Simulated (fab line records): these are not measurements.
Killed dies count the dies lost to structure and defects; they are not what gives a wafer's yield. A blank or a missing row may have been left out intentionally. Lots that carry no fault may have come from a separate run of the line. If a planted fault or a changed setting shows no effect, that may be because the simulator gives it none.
Matching of chambers || flow gf180mcu || pecvd-04 running GF_V3_CVD_02: 3 sister chambers
The step deposits SiO2 from TEOS, target thk 850 nm, time 94.851 s. 6 wafers are shown with their chamber, then 8 later ones without.

## WAFERS PAIRED WITH THEIR CHAMBERS
{"wafer": "L079.4", "chamber": 2, "heater power w (W)": 720, "susceptor temp C (C)": 399.90}
{"wafer": "L080.5", "chamber": 1, "heater power w (W)": 596, "susceptor temp C (C)": 400.11}
{"wafer": "L080.6", "chamber": 2, "heater power w (W)": 735, "susceptor temp C (C)": 399.68}
{"wafer": "L085.2", "chamber": 1, "heater power w (W)": 625, "susceptor temp C (C)": 399.94}
{"wafer": "L085.4", "chamber": 0, "heater power w (W)": 671, "susceptor temp C (C)": 399.71}
{"wafer": "L087.2", "chamber": 0, "heater power w (W)": 698, "susceptor temp C (C)": 400.39}

## WAFERS WITHOUT THEIR CHAMBER
{"wafer": "L087.4", "heater power w (W)": 520, "susceptor temp C (C)": 400.15}
{"wafer": "L087.6", "heater power w (W)": 734, "susceptor temp C (C)": 400.22}
{"wafer": "L092.3", "heater power w (W)": 604, "susceptor temp C (C)": 399.67}
{"wafer": "L092.4", "heater power w (W)": 641, "susceptor temp C (C)": 399.79}
{"wafer": "L092.6", "heater power w (W)": 723, "susceptor temp C (C)": 400.46}
{"wafer": "L096.3", "heater power w (W)": 577, "susceptor temp C (C)": 400.03}
{"wafer": "L096.4", "heater power w (W)": 578, "susceptor temp C (C)": 400.45}
{"wafer": "L096.5", "heater power w (W)": 619, "susceptor temp C (C)": 400.55}

## EACH ONE'S CHAMBER
{"wafer": "L087.4", "from the rows above": 1, "in truth": 1}
{"wafer": "L087.6", "from the rows above": "can't be placed: 2 or 0", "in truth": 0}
{"wafer": "L092.3", "from the rows above": 1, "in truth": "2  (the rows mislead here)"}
{"wafer": "L092.4", "from the rows above": "can't be placed: 1 or 0", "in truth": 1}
{"wafer": "L092.6", "from the rows above": "can't be placed: 2 or 0", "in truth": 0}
{"wafer": "L096.3", "from the rows above": 1, "in truth": 1}
{"wafer": "L096.4", "from the rows above": 1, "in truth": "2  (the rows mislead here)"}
{"wafer": "L096.5", "from the rows above": 1, "in truth": 1}
Correctly placed: 3 of 8. Cannot be placed on the basis of these rows: 3; the candidates contain the true chamber in 3. Number placed wrongly: 2.
How it was worked out, from the rows above alone: a wafer's distance from a chamber is the root of the sum, over the readings, of the square of ((its reading less the chamber's mean) divided by the reading's scatter). The wafer belongs to the nearest chamber; if the next one is less than 2 further off, it can't be placed. The mean given for a chamber averages the wafers shown for that chamber. The scatter: the root of (the sum of the squares of (reading less its chamber's mean) over the shown wafers, divided by (wafers less chambers)).
